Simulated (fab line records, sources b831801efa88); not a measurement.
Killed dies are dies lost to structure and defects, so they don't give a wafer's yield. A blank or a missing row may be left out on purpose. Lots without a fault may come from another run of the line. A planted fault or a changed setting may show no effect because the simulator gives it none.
Which tool did it? | flow gf180mcu | 7 lots, 21 wafers sampled, at 2 steps of a route of 602

WHAT THE GAUGES READ, wafer by wafer
GF_V1_THK_MEAS_01.
lot  | measured     | on            | V1_CVD_00_THK (nm)
L206 | day 17 21:13 | film_metro-01 | 589 594 592
L209 | day 19 04:57 | film_metro-02 | 600 603 596
L212 | day 20 05:21 | film_metro-02 | 601 598 599
L215 | day 21 10:55 | film_metro-02 | 609 604 610
L218 | day 22 12:58 | film_metro-02 | 601 604 599
L220 | day 23 03:25 | film_metro-02 | 602 606 603
L224 | day 24 10:49 | film_metro-02 | 599 598 604

WHICH TOOL RAN EACH LOT (tool, then ch and the chambers of the sampled wafers, then the start)
lot  | GF_M1_STRIP_17
L206 | plasma_asher-01 ch 0,1, day 17 20:37
L209 | plasma_asher-03 ch 0,1, day 19 04:20
L212 | plasma_asher-03 ch 0, day 20 04:44
L215 | plasma_asher-01 ch 0,1, day 21 10:17
L218 | plasma_asher-03 ch 0,1, day 22 12:20
L220 | plasma_asher-01 ch 0, day 23 02:49
L224 | plasma_asher-03 ch 0,1, day 24 10:13
- GF_M1_STRIP_17: strips in O2/N2.

THE ANSWER, worked out from the rows above alone
Rule: what is usual is taken from the lots themselves. Put in order of their means at a reading, lots are off if they are a third of the lots or fewer, leave a main group of 4 or more, and stand apart from it by a gap of 3 or more times the standard deviation of the main group's means; of several such gaps the widest counts. A main group whose means are all the same, to the digits that the tables above print for the reading, isn't used. A lot without any number at a reading at which 4 lots or more have one is off too. The other lots that the step has rows for count as sound.
No lot is off at any reading shown: from this, nothing can be told.

WHAT THE SIMULATOR HAD PUT IN
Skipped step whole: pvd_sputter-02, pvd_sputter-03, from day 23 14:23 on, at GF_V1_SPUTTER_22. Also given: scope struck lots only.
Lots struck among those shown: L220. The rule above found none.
